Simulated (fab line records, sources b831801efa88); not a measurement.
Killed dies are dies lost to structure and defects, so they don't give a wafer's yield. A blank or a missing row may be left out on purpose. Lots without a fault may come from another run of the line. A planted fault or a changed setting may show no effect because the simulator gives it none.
Problem report in the 8D (eight disciplines) form, filled by code | flow gf180mcu | the parts of the form that need people (team, actions taken, sign-off) are left out

1. THE PROBLEM
bias_w at GF_V2_ETCH_17 reads a mean of 1335 W on 6 wafers of 2 lots; wafers without a fault read 1200 W with a standard deviation of 3.3. That is +41 standard deviations from the usual mean.
The step: etches SiO2 in C4F8/O2/Ar, stops on TiN, target depth 630 nm.
First seen on wafer L143.2, day 24 08:00, on rie_diel-03. The record holds 39 wafers of 13 lots with a number at this step. Rule for "out", or "out of limits": more than 4 standard deviations from the usual mean. The other wafers with a number count as sound.

2. WHAT IT IS AND WHAT IT IS NOT
question                    | is                     | is not
which readings at this step | bias_w                 | -
which lots                  | L143, L144             | L134, L135, L137, L138, L139, L140, L149, L151, L152, L154, L155
which wafers of those lots  | all that have a number | -
read on which tools         | rie_diel-03            | rie_diel-01, rie_diel-02
when                        | from day 24 08:00      | up to then (18 sound wafers); but 15 sound wafers of L149, L151, L152, L154, L155 came after

3. SUSPECTS, AND WHAT RULES EACH OUT
Counting: a tool at a process step up to the reading stays a suspect if it ran every lot that is out and no sound lot after the first of them.
- rie_diel-03 at GF_V2_ETCH_17 (etches SiO2 in C4F8/O2/Ar, stops on TiN, target depth 630 nm): kept. It ran every lot that is out, first L143 (day 24 08:00), and no sound lot after that; its last sound lot up to then is L140 (day 23 13:00). Its own readings are out on those wafers: bias_w.
Left after counting: rie_diel-03 at GF_V2_ETCH_17.

4. THE CAUSE (what the simulator had put in)
Process parameter drift: rie_diel-03, from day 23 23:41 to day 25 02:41, at GF_V2_ETCH_17. Setting bias_w, moved by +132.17, from 1200. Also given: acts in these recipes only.
Counting left only this tool.

5. THE CHAIN OF EFFECTS, in route order
Each row: a reading whose mean over the struck wafers that have a number lies more than 3 standard deviations from the usual. Only readings for which the record gives a usual standard deviation are gone through. hours: the time from each lot's start at the first step in this table that gives one to its start at this step, as a median over the lots. sigmas: the change in usual standard deviations.
hours | step          | reading | usual  | on struck wafers | change | sigmas
0     | GF_V2_ETCH_17 | bias_w  | 1200 W | 1335             | +135   | +41
The process steps in it:
- GF_V2_ETCH_17: etches SiO2 in C4F8/O2/Ar, stops on TiN, target depth 630 nm.
Later measuring or inspecting steps at which every struck wafer that the step has a row for has a number for every such reading, and none has moved that far: GF_V2_RS_MEAS_24.

6. WHAT WOULD HAVE CAUGHT IT SOONER
In this record the first reading out of limits was taken at day 24 08:00, 8 hours after the fault began at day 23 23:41.
